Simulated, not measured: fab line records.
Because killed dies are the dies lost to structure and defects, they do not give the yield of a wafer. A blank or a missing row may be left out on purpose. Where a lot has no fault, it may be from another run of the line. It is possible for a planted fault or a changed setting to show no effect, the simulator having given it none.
Which tool was responsible? -- flow sky130 -- 11 lots with 32 wafers sampled at 7 steps, on a route of 708 steps

WHAT EACH GAUGE READ, for each wafer
SKY_CONTACT_BOW_MEAS_05.
lot,measured,on,CONTACT_BOW (um)
L401,day 30 09:34,film-metro-04,93 80 80
L402,day 30 22:12,film-metro-02,89 77 83
L403,day 31 02:32,film-metro-04,79 84 78
L404,day 31 06:26,film-metro-02,92 80 80
L409,day 33 10:59,film-metro-02,78 77 82
L411,day 33 23:54,film-metro-04,90 79
L412,day 34 10:57,film-metro-02,76 77 89
L413,day 34 15:00,film-metro-04,88 76 65
L416,day 36 02:35,film-metro-02,97 89 82
L423,day 37 16:43,film-metro-04,100 90 87
L424,day 37 18:51,film-metro-04,88 82 70

SKY_CONTACT_RS_MEAS_25: measures by four-point-probe.
lot,measured,on,CONTACT_W_RS (ohm/sq)
L401,day 31 14:06,film-metro-02,0.334 0.337 0.336
L402,day 32 01:40,film-metro-02,0.340 0.340 0.336
L403,day 32 07:24,film-metro-01,0.340 0.340 0.337
L404,day 32 10:25,film-metro-01,0.338 0.341 0.338
L409,day 34 14:10,film-metro-04,0.339 0.230 0.337
L411,day 35 03:43,film-metro-04,0.337 0.231
L412,day 35 14:38,film-metro-04,0.232 0.339 0.233
L413,day 35 18:36,film-metro-04,0.339 0.337 0.339
L416,day 37 05:04,film-metro-04,0.335 0.339 0.335
L423,day 38 19:12,film-metro-04,0.332 0.331 0.334
L424,day 38 21:18,film-metro-02,0.333 0.335 0.338

SKY_CONTACT_THK_MEAS_26: measures by xrf.
lot,measured,on,CONTACT_W_THK (nm)
L401,day 31 14:13,film-metro-02,346 346 346
L402,day 32 01:47,film-metro-02,344 343 347
L403,day 32 07:30,film-metro-01,340 343 344
L404,day 32 10:30,film-metro-01,344 339 341
L409,day 34 14:17,film-metro-04,339 501 340
L411,day 35 03:50,film-metro-04,342 498
L412,day 35 14:45,film-metro-04,498 338 489
L413,day 35 18:43,film-metro-04,340 340 341
L416,day 37 05:10,film-metro-04,344 340 343
L423,day 38 19:19,film-metro-04,347 348 347
L424,day 38 21:25,film-metro-02,350 349 347

SKY_METAL1_THK_MEAS_06: measures by xrf.
lot,measured,on,METAL1_ALCU_THK (nm)
L401,day 31 14:50,film-metro-02,239 248 244
L402,day 32 02:24,film-metro-04,246 247 244
L403,day 32 08:16,film-metro-04,253 251 251
L404,day 32 11:07,film-metro-04,248 246 248
L409,day 34 14:54,film-metro-02,240 241 242
L411,day 35 04:27,film-metro-02,246 245
L412,day 35 15:23,film-metro-02,248 245 248
L413,day 35 19:20,film-metro-04,240 241 239
L416,day 37 05:47,film-metro-02,246 243 243
L423,day 38 20:02,film-metro-03,245 245 248
L424,day 38 22:02,film-metro-03,248 246 249

EACH LOT AND THE TOOL THAT RAN IT (in order: tool; ch and the chambers of the sampled wafers; start)
lot,SKY_CONTACT_CVD_24,SKY_CONTACT_CMP_27,SKY_METAL1_SPUTTER_03
L401,"cvd-w-01 ch 0,1, day 31 13:58","cmp-02 ch 0,1, day 31 14:16","pvd-sputter-03, day 31 14:38"
L402,"cvd-w-02 ch 0,1, day 32 01:33","cmp-02 ch 1,2,3, day 32 01:50","pvd-sputter-04, day 32 02:13"
L403,"cvd-w-02 ch 0,1, day 32 07:17","cmp-02 ch 0,2, day 32 07:38","pvd-sputter-03, day 32 08:01"
L404,"cvd-w-02 ch 0,1, day 32 10:17","cmp-01 ch 1,2,3, day 32 10:38","pvd-sputter-04, day 32 10:54"
L409,"cvd-w-01 ch 0,1, day 34 14:03","cmp-02 ch 0,2,3, day 34 14:23","pvd-sputter-02, day 34 14:43"
L411,"cvd-w-01 ch 0, day 35 03:36","cmp-01 ch 2,3, day 35 04:02","pvd-sputter-02, day 35 04:16"
L412,"cvd-w-01 ch 0,1, day 35 14:31","cmp-01 ch 0,1,2, day 35 14:51","pvd-sputter-04, day 35 15:11"
L413,"cvd-w-02 ch 0, day 35 18:29","cmp-02 ch 0,1,2, day 35 18:50","pvd-sputter-02, day 35 19:09"
L416,"cvd-w-02 ch 0,1, day 37 04:56","cmp-02 ch 1,2, day 37 05:12","pvd-sputter-02, day 37 05:34"
L423,"cvd-w-02 ch 0,1, day 38 19:05","cmp-01 ch 0,1,2, day 38 19:32","pvd-sputter-04, day 38 19:51"
L424,"cvd-w-02 ch 0,1, day 38 21:11","cmp-02 ch 0,2, day 38 21:32","pvd-sputter-02, day 38 21:52"
- SKY_CONTACT_CVD_24: deposits W, target thk 340 nm, time 102.12 s.
- SKY_CONTACT_CMP_27: polishes, stops on SiO2, t overpolish 15 s, target thk 0 nm.
- SKY_METAL1_SPUTTER_03: material Ti, target thk 5 nm, time 3.3 s.

WHAT THE TOOLS THEMSELVES READ (means of the sampled wafers that have a number; where no wafer has one, the mark that the record gives instead)
SKY_CONTACT_CVD_24.
lot,tool,chamber-pressure-Torr (Torr),heater-power-w (W)
L401,cvd-w-01,39.98,1003
L402,cvd-w-02,39.99,895
L403,cvd-w-02,39.98,880
L404,cvd-w-02,40.01,873
L409,cvd-w-01,39.94,1030
L411,cvd-w-01,39.98,1102
L412,cvd-w-01,39.97,995
L413,cvd-w-02,39.89,874
L416,cvd-w-02,39.95,902
L423,cvd-w-02,40.00,875
L424,cvd-w-02,39.94,884

SKY_CONTACT_CMP_27.
lot,tool,motor-current-A (A),time-to-endpoint-s (s)
L401,cmp-02,10.0,82
L402,cmp-02,11.6,82
L403,cmp-02,10.9,83
L404,cmp-01,11.4,85
L409,cmp-02,11.2,93
L411,cmp-01,10.8,105
L412,cmp-01,11.2,112
L413,cmp-02,11.0,84
L416,cmp-02,11.3,79
L423,cmp-01,11.0,83
L424,cmp-02,11.8,86

SKY_METAL1_SPUTTER_03.
lot,tool,throttle-valve-pct (%)
L401,pvd-sputter-03,31.4
L402,pvd-sputter-04,29.8
L403,pvd-sputter-03,32.1
L404,pvd-sputter-04,31.0
L409,pvd-sputter-02,29.2
L411,pvd-sputter-02,29.0
L412,pvd-sputter-04,30.0
L413,pvd-sputter-02,28.4
L416,pvd-sputter-02,29.0
L423,pvd-sputter-04,29.7
L424,pvd-sputter-02,28.7

THE ANSWER, worked out from the rows above alone
Rule: the usual values come from the lots themselves. Put in order of their means at a reading, lots are off if they are a third of the lots or fewer, leave a main group of 4 or more, and stand apart from it by a gap of 3 or more times the standard deviation of the main group's means; of several such gaps the widest counts. A main group whose means are all the same, to the digits that the tables above print for the reading, isn't used. A lot without any number at a reading at which 4 lots or more have one is off too. Where the step has rows for the other lots, those lots are counted as sound. Order of review: gauges by route order, followed by the tools' own readings, for which a lot's mean as printed above is used. At the first step where some lot is off, the reading lying furthest off is the one used; lots without a number count as furthest.
Off: L409, L411, L412, seen at SKY_CONTACT_RS_MEAS_25 (CONTACT_W_RS). The main group: mean 0.337 ohm/sq, standard deviation 0.0022.
If a tool, at a process step before that reading, ran all the lots that are off and no sound lot after the first of them, it fits. Not tried: the gauges at SKY_CONTACT_RS_MEAS_25; whatever is off there is also off at SKY_CONTACT_CMP_27, on other tools, and gauge error can't account for it. One candidate fits, namely cvd-w-01 at SKY_CONTACT_CVD_24. Its last sound lot is L401 (day 31 13:58), its first lot that is off L409 (day 34 14:03): a fault that began between those two fits.

WHAT THE SIMULATOR HAD PUT IN
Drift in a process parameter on cvd-w-01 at SKY_CONTACT_CVD_24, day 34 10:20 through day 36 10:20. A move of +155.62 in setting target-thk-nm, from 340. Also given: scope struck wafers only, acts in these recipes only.
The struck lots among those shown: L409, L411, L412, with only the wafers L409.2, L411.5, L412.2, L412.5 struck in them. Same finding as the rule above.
